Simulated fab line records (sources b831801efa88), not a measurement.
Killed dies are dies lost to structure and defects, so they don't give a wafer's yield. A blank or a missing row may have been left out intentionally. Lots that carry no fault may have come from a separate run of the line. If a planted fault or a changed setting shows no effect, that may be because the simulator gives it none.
fab line records    flow sky130
record lots=13  wafers=39  last_day=50
route steps=708 shown VIA2@522 METAL3@536 CAPM@537
lots that met no fault: taken from a fault-free run of the same line
start_h: hours from the record's opening day to when the first of the lot's shown wafers began    wait_h: hours from the lot's prior step to this one    " identical to the entry in the row above    L1.1+2: a row that stands for several wafers    - no value, or no start given    * or withheld: withheld    < > ~ a bound
route shown NAME@n: a module of which the file shows steps, and the number in the route of the first    usual: the fault-free wafers' mean and standard deviation    same: alike in all rows    chamber/n: place in a boat    sites: per-site readings    _std_site: standard deviation of those values    _edge_site: the outer-site mean with the inner-site mean subtracted    radius_mm: for every site, how far away it sits from the centre of the wafer    mask NAME#n: copy n    behind: the most recent tool/chamber to have shaped the wafer    hold: why the lot was held/for how many hours/how that ended    device: the n, p or np transistor that did not switch    end of line: the tests these same wafers got at the end of their route    a step with no rows: only its recipe    killed: not the wafer's yield, but the dies lost to structure and defects at the first sort    map: dies across one wafer; x = killed, . = not, _ = none there
set.NAME: the run value of the setting; set.NAME@STEP: its run value at that earlier step    model.NAME: the simulator's own value behind a step, which no gauge read
one table for each step of the route and one row for each wafer, over a sample of lots
services: when a tool's chamber went out of use (start_h, in hours from the record's first day, below 0 if earlier), for how many hours, and the reason
## steps
# step SKY_VIA2_ETCH_15
# recipe target=SiO2  chemistry=C4F8/O2/Ar  target_depth_nm=546  stop_on=TiN  mask_material=KrF-thick  source_w=1500  bias_w=1200  pressure_mtorr=40  c4f8_flow_sccm=withheld  O2_flow_sccm=6  Ar_flow_sccm=300  time_s=84
# usual bias_w=1200/3.4  oes_product_au=0.940/0.0048
lot.wafer  tool         chamber  start_h  wait_h  bias_w  oes_product_au  rf_hours_counter_h
L861.2     rie_diel-04  2        842.92   0.0     1201    0.942           8
L861.4     "            1        "        "       1202    0.936           0
L861.5     "            0        "        "       1201    0.938           -
L863.1     rie_diel-02  2        855.84   0.0     1203    0.937           12
L863.3     "            0        "        "       1193    0.940           13
L863.6     "            3        "        "       1198    0.934           -
L865.1     rie_diel-02  1        874.29   0.0     1204    0.940           16
L865.3     "            0        "        "       1198    0.932           13
L865.6     "            1        "        "       1203    0.934           -
L867.1     rie_diel-04  2        888.14   0.0     1203    0.938           10
L867.3     "            0        "        "       1200    0.937           21
L867.4     "            0        "        "       1198    0.938           -
L868.2     rie_diel-01  0        901.64   0.0     1201    0.942           8
L868.4     "            2        "        "       1198    0.940           11
L868.6     "            0        "        "       1194    0.945           -
L869.3     rie_diel-04  2        906.17   0.0     1199    0.941           11
L869.4     "            0        "        "       1195    0.938           22
L869.6     "            0        "        "       1202    0.942           -
L870.4     rie_diel-02  2        921.97   0.0     1204    0.942           14
L870.5     "            1        "        "       1198    0.933           -
L870.6     "            2        "        "       1196    0.937           -
L872.1     rie_diel-02  1        935.29   0.0     1198    0.942           18
L872.3     "            0        "        "       1190    0.942           15
L872.6     "            1        "        "       1195    0.935           -
L876.1     rie_diel-04  3        964.34   0.0     1203    0.938           17
L876.3     "            0        "        "       1202    0.946           24
L876.5     "            1        "        "       1202    0.933           -
L877.1     rie_diel-01  2        967.62   0.0     1201    0.941           12
L877.3     "            0        "        "       1204    0.946           10
L877.6     "            2        "        "       1197    0.937           -
L882.2     rie_diel-01  0        995.54   0.0     1200    0.932           10
L882.3     "            2        "        "       1198    0.936           13
L882.6     "            1        "        "       1201    0.945           -
L883.2     rie_diel-02  2        1000.12  0.0     1203    0.948           16
L883.3     "            0        "        "       1202    0.945           17
L883.6     "            1        "        "       1200    0.935           -
L884.1     rie_diel-04  1        1010.89  0.0     1193    0.934           6
L884.4     "            2        "        "       1205    0.933           14
L884.6     "            3        "        "       1202    0.936           -
# step SKY_METAL3_SPUTTER_04
# recipe material=TiN  target_thk_nm=70  power_w=6500  time_s=58.3  chamber_pressure_pa=0.4
# usual throttle_valve_pct=29.9/1.1
lot.wafer  tool            chamber  start_h  wait_h  throttle_valve_pct
L861.2     pvd_sputter-01  -        844.36   0.0     29.0
L861.4     "               -        "        "       30.0
L861.5     "               -        "        "       29.0
L863.1     pvd_sputter-01  -        857.35   0.0     30.1
L863.3     "               -        "        "       30.9
L863.6     "               -        "        "       29.9
L865.1     pvd_sputter-03  -        875.73   0.0     31.6
L865.3     "               -        "        "       31.1
L865.6     "               -        "        "       30.7
L867.1     pvd_sputter-01  -        889.61   0.0     30.3
L867.3     "               -        "        "       29.0
L867.4     "               -        "        "       30.6
L868.2     pvd_sputter-01  -        903.13   0.0     29.2
L868.4     "               -        "        "       29.7
L868.6     "               -        "        "       30.7
L869.3     pvd_sputter-03  -        907.60   0.0     27.4
L869.4     "               -        "        "       31.2
L869.6     "               -        "        "       31.1
L870.4     pvd_sputter-01  -        923.84   0.0     31.0
L870.5     "               -        "        "       31.0
L870.6     "               -        "        "       30.0
L872.1     pvd_sputter-03  -        939.97   0.0     27.7
L872.3     "               -        "        "       31.6
L872.6     "               -        "        "       27.6
L876.1     pvd_sputter-01  -        965.77   0.0     30.8
L876.3     "               -        "        "       30.1
L876.5     "               -        "        "       29.1
L877.1     pvd_sputter-03  -        969.06   0.0     27.3
L877.3     "               -        "        "       29.3
L877.6     "               -        "        "       27.4
L882.2     pvd_sputter-01  -        997.26   0.0     30.0
L882.3     "               -        "        "       29.9
L882.6     "               -        "        "       29.1
L883.2     pvd_sputter-02  -        1001.55  0.0     28.8
L883.3     "               -        "        "       29.1
L883.6     "               -        "        "       30.8
L884.1     pvd_sputter-03  -        1012.36  0.0     29.2
L884.4     "               -        "        "       31.1
L884.6     "               -        "        "       31.0
# step SKY_CAPM_CVD_00
# recipe material=SiO2  target_thk_nm=15.5  temp_c=400  time_s=withheld  rf_w=450
# usual heater_power_w=734/100
lot.wafer  tool      chamber  start_h  wait_h  heater_power_w
L861.2     pecvd-02  1        844.41   0.0     676
L861.4     "         0        "        "       802
L861.5     "         2        "        "       829
L863.1     pecvd-01  2        857.40   0.0     809
L863.3     "         0        "        "       577
L863.6     "         0        "        "       569
L865.1     pecvd-01  1        875.78   0.0     684
L865.3     "         2        "        "       793
L865.6     "         0        "        "       626
L867.1     pecvd-01  2        889.66   0.0     776
L867.3     "         1        "        "       626
L867.4     "         1        "        "       632
L868.2     pecvd-04  0        903.18   0.0     592
L868.4     "         0        "        "       580
L868.6     "         1        "        "       862
L868.2     pecvd-04  0        903      -       590
L868.4     "         0        "        "       579
L868.6     "         1        "        "       875
L869.3     pecvd-01  1        907.65   0.0     696
L869.4     "         0        "        "       576
L869.6     "         2        "        "       714
L870.4     pecvd-01  0        923.90   0.0     670
L870.5     "         1        "        "       701
L870.6     "         2        "        "       751
L872.1     pecvd-04  0        940.02   0.0     520
L872.3     "         2        "        "       864
L872.6     "         1        "        "       835
L876.1     pecvd-01  0        965.82   0.0     635
L876.3     "         2        "        "       814
L876.5     "         1        "        "       625
L876.1     pecvd-01  0        966      -       652
L876.3     "         2        "        "       803
L876.5     "         1        "        "       620
L877.1     pecvd-04  2        969.11   0.0     897
L877.3     "         1        "        "       809
L877.6     "         0        "        "       568
L877.1     pecvd-04  2        969      -       912
L877.3     "         1        "        "       769
L877.6     "         0        "        "       559
L882.2     pecvd-02  2        997.31   0.0     785
L882.3     "         1        "        "       650
L882.6     "         0        "        "       807
L883.2     pecvd-04  1        1001.60  0.0     817
L883.3     "         0        "        "       520
L883.6     "         0        "        "       508
L884.1     pecvd-04  0        1012.41  0.0     534
L884.4     "         1        "        "       868
L884.6     "         2        "        "       798
# step SKY_CAPM_THK_MEAS_01
# recipe reads=SiO2_of_CAPM_CVD_00
# usual CAPM_CVD_00_THK=15.44/0.2
lot.wafer  tool           chamber  start_h  wait_h  CAPM_CVD_00_THK[nm]
L861.2     film_metro-01  -        844.44   -       15.42
L861.4     "              -        "        "       15.46
L861.5     "              -        "        "       15.34
L863.1     film_metro-02  -        857.42   -       15.04
L863.3     "              -        "        "       15.23
L863.6     "              -        "        "       15.60
L865.1     film_metro-02  -        875.81   -       15.56
L865.3     "              -        "        "       15.26
L865.6     "              -        "        "       15.79
L867.1     film_metro-02  -        889.68   -       15.20
L867.3     "              -        "        "       15.27
L867.4     "              -        "        "       15.53
L868.2     film_metro-01  -        903.40   -       30.69
L868.4     "              -        "        "       30.91
L868.6     "              -        "        "       31.14
L868.2     film_metro-01  -        903.63   0.2     30.60
L868.4     "              -        "        "       30.89
L868.6     "              -        "        "       31.09
L869.3     film_metro-01  -        907.69   -       15.40
L869.4     "              -        "        "       15.62
L869.6     "              -        "        "       15.39
L870.4     film_metro-03  -        923.94   -       15.70
L870.5     "              -        "        "       15.78
L870.6     "              -        "        "       15.66
L872.1     film_metro-03  -        940.04   -       15.44
L872.3     "              -        "        "       15.38
L872.6     "              -        "        "       15.58
L876.1     film_metro-02  -        966.03   -       30.31
L876.3     "              -        "        "       30.69
L876.5     "              -        "        "       31.03
L876.1     film_metro-02  -        966.25   0.2     30.33
L876.3     "              -        "        "       30.69
L876.5     "              -        "        "       31.03
L877.1     film_metro-02  -        969.32   -       31.07
L877.3     "              -        "        "       30.92
L877.6     "              -        "        "       31.31
L877.1     film_metro-02  -        969.60   0.3     31.03
L877.3     "              -        "        "       30.91
L877.6     "              -        "        "       31.32
L882.2     film_metro-02  -        997.34   -       15.28
L882.3     "              -        "        "       15.57
L882.6     "              -        "        "       15.56
L883.2     film_metro-03  -        1001.63  -       15.41
L883.3     "              -        "        "       15.46
L883.6     "              -        "        "       15.58
L884.1     film_metro-01  -        1012.43  -       15.44
L884.4     "              -        "        "       16.06
L884.6     "              -        "        "       15.77
# step SKY_CAPM_OVL_MEAS_12
# usual CAPM_OVL=1.5/1.5
lot.wafer  tool        chamber  start_h  wait_h  CAPM_OVL[nm]
L861.2     overlay-02  -        870.08   0.1     3.5
L861.4     "           -        "        "       -0.3
L861.5     "           -        "        "       1.2
L863.1     overlay-02  -        883.29   0.1     2.0
L863.3     "           -        "        "       2.0
L863.6     "           -        "        "       1.2
L865.1     overlay-02  -        901.44   0.1     -0.1
L865.3     "           -        "        "       1.6
L865.6     "           -        "        "       2.1
L867.1     overlay-01  -        913.87   0.1     2.4
L867.3     "           -        "        "       3.6
L867.4     "           -        "        "       2.9
L869.3     overlay-01  -        932.35   0.1     3.9
L869.4     "           -        "        "       2.8
L869.6     "           -        "        "       3.4
L870.4     overlay-01  -        946.09   0.1     1.0
L870.5     "           -        "        "       2.0
L870.6     "           -        "        "       0.9
L872.1     overlay-02  -        964.22   0.1     -0.9
L872.3     "           -        "        "       0.6
L872.6     "           -        "        "       0.8
L882.2     overlay-02  -        1020.28  0.1     -0.2
L882.3     "           -        "        "       -1.0
L882.6     "           -        "        "       -0.8
L883.2     overlay-02  -        1023.75  0.1     2.6
L883.3     "           -        "        "       0.9
L883.6     "           -        "        "       2.4
L884.1     overlay-01  -        1035.19  0.1     1.7
L884.4     "           -        "        "       0.6
L884.6     "           -        "        "       2.7
## services
tool            chamber  start_h  hours  kind
rie_diel-02     3        819.34   12.7   repair
pvd_sputter-03  -        821.93   4.1    repair
pvd_sputter-01  -        829.66   9.3    repair
rie_diel-01     -        829.99   0.7    repair
pvd_sputter-01  -        832.32   0.5    repair
pvd_sputter-01  -        844.80   1.7    repair
pecvd-04        -        848.57   2.4    repair
rie_diel-02     1        862.07   7.3    repair
rie_diel-04     3        876.78   16.6   repair
pecvd-01        0        882.48   3.6    repair
pecvd-02        2        887.92   1.7    repair
rie_diel-02     0        902.39   2.3    repair
pvd_sputter-01  -        906.17   2.1    repair
pecvd-02        -        914.64   2.8    pm
rie_diel-04     -        921.14   2.8    pm
rie_diel-02     3        934.95   1.3    repair
pvd_sputter-01  -        943.68   4.6    repair
rie_diel-04     3        973.90   9.4    repair
rie_diel-04     2        976.58   4.3    repair
rie_diel-01     2        980.02   3.1    repair
rie_diel-04     -        981.74   0.4    repair
pvd_sputter-03  -        986.14   23.3   repair
rie_diel-02     1        1001.89  4.4    repair
rie_diel-01     -        1009.36  0.3    repair
## key
first_sign step=SKY_CAPM_CVD_00  reading=visit  direction=added
effect step=SKY_CAPM_THK_MEAS_01  reading=visit  direction=added
effect step=SKY_CAPM_THK_MEAS_01  reading=CAPM_CVD_00_THK  direction=up  sigmas=77  usual=15.44  struck=30.90
met_at SKY_CAPM_CVD_00
struck_lots L868,L876,L877
scrapped_behind SKY_CAPM_THK_MEAS_01 L868.2,L868.4,L868.6,L876.1,L876.3,L876.5,L877.1,L877.3,L877.6
not_acting_at SKY_VIA2_ETCH_15,SKY_METAL3_SPUTTER_04,SKY_CAPM_OVL_MEAS_12
fault kind=repeated_step_whole  tool=pecvd-01,pecvd-02,pecvd-04  chamber=-  onset_h=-  steps=SKY_CAPM_CVD_00  times=1  scope=struck_lots_only
